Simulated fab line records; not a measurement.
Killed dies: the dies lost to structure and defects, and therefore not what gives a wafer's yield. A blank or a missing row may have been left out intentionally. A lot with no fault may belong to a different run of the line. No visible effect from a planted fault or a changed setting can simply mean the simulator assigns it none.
What tool caused it? -- flow gf180mcu -- 12 lots, 36 wafers sampled, at 6 steps of a route of 602

WHAT THE GAUGES READ, wafer by wafer
GF_NWELL_TW_MEAS_11. Usual: for NWELL_TW the level is 1565 and the standard deviation is 19.
lot,measured,on,NWELL_TW,flag
L202,day 3 11:47,film metro-04,1587 1587 1579,
L204,day 4 09:13,film metro-03,1580 1576 1582,
L205,day 4 08:37,film metro-04,1577 1573 1573,
L206,day 4 17:17,film metro-01,1535 1530 1538,
L207,day 5 03:29,film metro-04,1572 1564 1576,
L208,day 5 09:25,film metro-03,1581 1573 1582,
L209,day 5 09:04,film metro-04,1560 1567 1570,
L210,day 5 18:43,film metro-01,1547 1540 1540,
L213,day 6 04:04,film metro-01,1541 1542 1536,
L214,day 6 08:53,film metro-01,1541 1544 1548,
L221,day 7 21:31,film metro-04,1704 1710 1703,OFF
L222,day 8 02:27,film metro-03,1717 1725 1715,OFF

GF_VT_IMPLANT_RS_MEAS_47: measurement is done with a four-point probe. Usual: for NWELL_RS the level is 487.5 ohm/sq and the standard deviation is 1.4.
lot,measured,on,NWELL_RS (ohm/sq),flag
L202,day 7 16:23,film metro-01,488.8 488.2 488.6,
L204,day 8 19:43,film metro-03,487.3 485.8 487.0,
L205,day 8 18:31,film metro-03,485.2 485.0 485.4,
L206,day 9 05:36,film metro-03,485.5 487.8 486.8,
L207,day 9 19:38,film metro-04,487.6 486.6 487.0,
L208,day 10 01:52,film metro-04,488.3 488.9 489.1,
L209,day 10 00:48,film metro-01,487.6 486.8 485.8,
L210,day 10 14:02,film metro-01,489.3 490.0 488.5,
L213,day 11 02:32,film metro-03,486.9 486.7 488.0,
L214,day 11 05:59,film metro-01,490.7 490.1 488.4,
L221,day 13 02:32,film metro-03,622.4 620.4 620.9,OFF
L222,day 13 11:25,film metro-04,620.3 621.1 619.8,OFF

GF_HV_LDD_TW_MEAS_11. Usual: for HV_LDD_TW the level is 2412 and the standard deviation is 28.
lot,measured,on,HV_LDD_TW,flag
L202,day 10 02:35,film metro-01,2364 2369 2351,
L204,day 11 07:50,film metro-03,2418 2423 2431,
L205,day 11 07:34,film metro-04,2412 2404 2402,
L206,day 11 23:31,film metro-01,2362 2360 2368,
L207,day 12 09:58,film metro-01,2367 2356 2360,
L208,day 12 20:19,film metro-04,2416 2432 2409,
L209,day 12 19:20,film metro-04,2426 2426 2417,
L210,day 13 07:35,film metro-01,2350 2359 2355,
L213,day 13 22:34,film metro-03,2424 2434 2422,
L214,day 14 00:11,film metro-03,2460 2447 2454,
L221,day 16 01:01,film metro-03,2420 2413 2428,
L222,day 16 10:31,film metro-04,2404 2422 2408,

TOOL THAT RAN EACH LOT (tool first, then ch and the chambers of the sampled wafers, then the start)
lot,GF_STI_STRIP_15,GF_NWELL_IMPLANT_08,GF_HV_LDD_STRIP_10
L202,"plasma asher-03 ch 0,1, day 2 06:25","implanter-03 ch 0, day 3 11:25","plasma asher-03 ch 0,1, day 10 02:30"
L204,"plasma asher-02 ch 0,1, day 2 17:41","implanter-02 ch 0, day 4 08:52","plasma asher-03 ch 0,1, day 11 07:44"
L205,"plasma asher-03 ch 0,1, day 2 22:21","implanter-01 ch 0, day 4 08:13","plasma asher-01 ch 0,1, day 11 07:28"
L206,"plasma asher-03 ch 0,1, day 3 03:02","implanter-03 ch 0, day 4 16:54","plasma asher-01 ch 0,1, day 11 23:25"
L207,"plasma asher-04 ch 0,1, day 3 11:35","implanter-02 ch 0, day 5 03:05","plasma asher-03 ch 0,1, day 12 09:52"
L208,"plasma asher-03 ch 0,1, day 3 18:41","implanter-03 ch 0, day 5 09:01","plasma asher-04 ch 0,1, day 12 20:13"
L209,"plasma asher-04 ch 0,1, day 3 18:53","implanter-02 ch 0, day 5 08:41","plasma asher-03 ch 0,1, day 12 19:13"
L210,"plasma asher-04 ch 0,1, day 4 03:37","implanter-03 ch 0, day 5 18:18","plasma asher-03 ch 0,1, day 13 07:29"
L213,"plasma asher-03 ch 0,1, day 4 16:47","implanter-02 ch 0, day 6 03:40","plasma asher-03 ch 0, day 13 22:28"
L214,"plasma asher-02 ch 0,1, day 4 21:55","implanter-02 ch 0, day 6 08:31","plasma asher-04 ch 0,1, day 14 00:05"
L221,"plasma asher-04 ch 1, day 6 09:02","implanter-03 ch 0, day 7 21:07","plasma asher-01 ch 0,1, day 16 00:54"
L222,"plasma asher-03 ch 0, day 6 14:14","implanter-03 ch 0, day 8 02:03","plasma asher-01 ch 0,1, day 16 10:25"
- GF_STI_STRIP_15: strips in O2/N2.
- GF_NWELL_IMPLANT_08
- GF_HV_LDD_STRIP_10: strips in O2/N2.

AS READ BY THE TOOLS THEMSELVES (means over the sampled wafers that have a number; for cases with no such wafer, the mark the record gives instead)
GF_STI_STRIP_15. Usual: drypump motor current A 5.6 A, standard deviation 0.51; heater power w 330 W, standard deviation 29; oes product au 0.382 a.u., standard deviation 0.0048; strip time to endpoint s 3.71 s, standard deviation 0.048.
lot,tool,drypump motor current A (A),heater power w (W),oes product au (a.u.),strip time to endpoint s (s),flag
L202,plasma asher-03,5.9,335,0.382,3.69,
L204,plasma asher-02,5.9,357,0.386,3.74,
L205,plasma asher-03,5.8,331,0.385,3.70,
L206,plasma asher-03,5.9,330,0.387,3.76,
L207,plasma asher-04,5.2,305,0.377,3.69,
L208,plasma asher-03,5.9,342,0.381,3.70,
L209,plasma asher-04,5.2,306,0.385,3.75,
L210,plasma asher-04,5.2,307,0.386,3.73,
L213,plasma asher-03,5.9,332,0.382,3.69,
L214,plasma asher-02,6.3,375,0.382,3.77,
L221,plasma asher-04,5.2,304,0.385,3.71,
L222,plasma asher-03,5.9,347,0.384,3.71,

GF_NWELL_IMPLANT_08. Usual: end station pressure torr 5.05e-06 Torr, standard deviation 2.8e-07; tilt deg 0.006 degrees, standard deviation 0.022.
lot,tool,end station pressure torr (Torr),tilt deg (degrees),flag
L202,implanter-03,5.05e-06,-0.009,
L204,implanter-02,5.11e-06,0.026,
L205,implanter-01,4.97e-06,0.043,
L206,implanter-03,4.85e-06,-0.002,
L207,implanter-02,4.70e-06,-0.005,
L208,implanter-03,4.97e-06,-0.021,
L209,implanter-02,4.88e-06,-0.010,
L210,implanter-03,4.93e-06,0.040,
L213,implanter-02,5.17e-06,-0.023,
L214,implanter-02,4.92e-06,0.007,
L221,implanter-03,5.23e-06,2.649,OFF
L222,implanter-03,5.31e-06,2.672,OFF

GF_HV_LDD_STRIP_10. Usual: drypump motor current A 5.6 A, standard deviation 0.34; heater power w 323 W, standard deviation 27; oes product au 0.716 a.u., standard deviation 0.0048; strip time to endpoint s 12.64 s, standard deviation 0.038.
lot,tool,drypump motor current A (A),heater power w (W),oes product au (a.u.),strip time to endpoint s (s),flag
L202,plasma asher-03,5.9,342,0.717,12.60,
L204,plasma asher-03,5.8,326,0.715,12.61,
L205,plasma asher-01,5.8,316,0.717,12.60,
L206,plasma asher-01,5.8,321,0.715,12.67,
L207,plasma asher-03,5.8,324,0.717,12.68,
L208,plasma asher-04,5.2,304,0.717,12.65,
L209,plasma asher-03,5.9,333,0.716,12.59,
L210,plasma asher-03,5.9,344,0.713,12.67,
L213,plasma asher-03,5.9,353,0.715,12.61,
L214,plasma asher-04,5.2,308,0.718,12.62,
L221,plasma asher-01,5.9,334,0.715,12.60,
L222,plasma asher-01,5.9,340,0.717,12.69,

THE ANSWER, worked out from the rows above alone
Rule: take the mean of a lot's wafers that have a number; if it is more than 3 standard deviations from the usual mean, the lot is off. Also off: a lot with no number at a reading for which 4 or more lots have one. Any other lot the step has rows for is counted as sound. After the gauges, taken in route order, come the tools' own readings; for these a lot's mean is taken, as printed above. The first step at which some lot is off is used, and at that step the reading that is off furthest; a lot without a number counts as furthest.
Off: L221, L222, seen at GF_NWELL_TW_MEAS_11 (NWELL_TW).
A tool fits if, at a process step before that reading, it ran every lot that is off, and no sound lot after the first of them. Not tried: the gauges at GF_NWELL_TW_MEAS_11; whatever is off there is also off at GF_NWELL_IMPLANT_08, on other tools, and gauge error can't account for it. One fits: GF_NWELL_IMPLANT_08 on implanter-03. A fault onset in the window from L210 (day 5 18:18, its last sound lot) to L221 (day 7 21:07, its first lot off) fits.
The tool's own readings at GF_NWELL_IMPLANT_08 bear it out: on the lots that are off they differ by more than 5 times the standard deviation of the sound lots' means. tilt deg reads 2.660 degrees there against 0.005 degrees on the sound lots.

WHAT HAD BEEN PUT IN BY THE SIMULATOR
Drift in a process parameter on implanter-03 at GF_NWELL_IMPLANT_08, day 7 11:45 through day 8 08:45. From 0, the setting tilt deg moved by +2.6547. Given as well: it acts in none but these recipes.
Lots struck among those shown: L221, L222. The rule above found the same.
